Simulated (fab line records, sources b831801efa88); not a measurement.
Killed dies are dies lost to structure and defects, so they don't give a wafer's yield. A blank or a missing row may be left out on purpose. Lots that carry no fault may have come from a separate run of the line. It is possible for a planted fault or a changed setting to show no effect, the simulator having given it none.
Comparing a struck lot with a sound one | flow sky130 | 16 steps out of a route of 708
Sound: wafers L619.1, L619.2, L619.3. Struck: wafer L632.4. (L632.3, L632.5 of the same lot were not struck and are left out.) The cause comes at the end.
Order at every step that has rows: each side's tool, ch and its chambers, its first start. Under that, the readings that differ: sound wafers | struck wafers | difference of the means | sigmas: that difference in standard deviations of wafers without a fault.
alike: words and numbers the same on both sides, and readings whose means are apart by under 2 such deviations; not compared: readings that were withheld, readings missing a value for some wafer, numbers with overlapping values and no deviation given by the record, and bounds like >300 which may hide the same value.
The two part at a step that has a row with sigmas, a row that says differs or no value, or rows on one side only. Non-overlapping numbers with no deviation appear without sigmas and do not part them. A reading that every wafer of one side lacks parts them only if that side has two wafers or more.

first, 3 steps without rows for these wafers: SKY_METAL2_EXPOSE_12 (exposes mask MM2, target cd 140 nm); SKY_METAL2_PEB_13; SKY_METAL2_DEVELOP_14 (develop time 60 s).
SKY_METAL2_CD_MEAS_15 targets a cd of 140 nm.
  sound on cd sem-01, day 35 05:30; struck on cd sem-02, day 40 06:11
  alike: cd nm
SKY_METAL2_OVL_MEAS_16:
  sound on overlay-01, day 35 05:37; struck on overlay-01, day 40 06:17
  alike: METAL2_OVL
SKY_METAL2_DESCUM_17: chemistry O2, time 8 s.
  sound on rie metal-01 ch 0,1, day 35 05:39; struck on rie metal-02 ch 1, day 40 06:19
  reading               | sound             | struck | difference | sigmas
  oes product au (a.u.) | 1.009 0.997 1.016 | 0.989  | -0.018     | -2
  alike: drypump motor current A, rf fwd power W
  not compared: rf hours counter h
SKY_METAL2_ETCH_18: etches BARC in N2/H2, stops on SiO2, time 45.9 s, target depth 60 nm.
  sound on rie metal-01 ch 0,1, day 35 05:41; struck on rie metal-02 ch 1, day 40 06:21
  alike: drypump motor current A, oes product au, rf fwd power W, throttle valve pct
  not compared: rf hours counter h
SKY_METAL2_METAL_ETCH_19: etches the open film in Cl2/BCl3, stops on SiO2, target depth 360 nm, time 78 s.
  sound on rie metal-01 ch 0,1, day 35 05:45; struck on rie metal-02 ch 1, day 40 06:25
  reading            | sound             | struck | difference | sigmas
  rf fwd power W (W) | 886.5 890.7 887.6 | 898.2  | +9.9       | +4
  alike: drypump motor current A, oes product au, throttle valve pct
  not compared: rf hours counter h
SKY_METAL2_STRIP_20: strips in O2/N2.
  sound on plasma asher-04 ch 0,1, day 35 05:50; struck on plasma asher-04 ch 1, day 40 06:31
  alike: drypump motor current A, oes product au, strip time to endpoint s
  not compared: rf hours counter h
then, 3 steps without rows for these wafers: SKY_METAL2_STRIP_21 (strips in post etch residue remover, time 1200 s); SKY_METAL2_CLEAN_22 (cleans in IPA, time 180 s); SKY_METAL2_CLEAN_23 (cleans in O3/DIW).
SKY_VIA2_HDPCVD_00: deposits SiO2, target thk 1180 nm, time 196.7 s.
  sound on hdpcvd-02 ch 0,1,2, day 35 06:52; struck on hdpcvd-01 ch 2, day 40 07:07
  reading                                  | sound             | struck | difference | sigmas
  run length s (s)                         | 224.4 225.3 225.3 | 215.5  | -9.5       | -15
  model.SiO2_of_VIA2_HDPCVD_00.thk nm (nm) | 1179 1184 1167    | 1111   | -66        |
SKY_VIA2_THK_MEAS_01:
  sound on film metro-01, day 35 06:59; struck on film metro-03, day 40 07:16
  reading              | sound          | struck | difference | sigmas
  VIA2_HDPCVD_THK (nm) | 1179 1184 1167 | 1112   | -65        | -5
SKY_VIA2_CMP_02: polishes SiO2.
  sound on cmp-02 ch 1,2,3, day 35 07:06; struck on cmp-02 ch 1, day 40 07:19
  alike: motor current A, slurry flow ml min
then, 1 step without rows for these wafers: SKY_PAD_OPEN_PROBE_99.

## WHERE THEY PART
Earliest at SKY_METAL2_DESCUM_17; latest, in this record, at SKY_VIA2_THK_MEAS_01. Later steps at which nothing parts them and some readings are alike: SKY_VIA2_CMP_02.

WHY: the cause the simulator had injected
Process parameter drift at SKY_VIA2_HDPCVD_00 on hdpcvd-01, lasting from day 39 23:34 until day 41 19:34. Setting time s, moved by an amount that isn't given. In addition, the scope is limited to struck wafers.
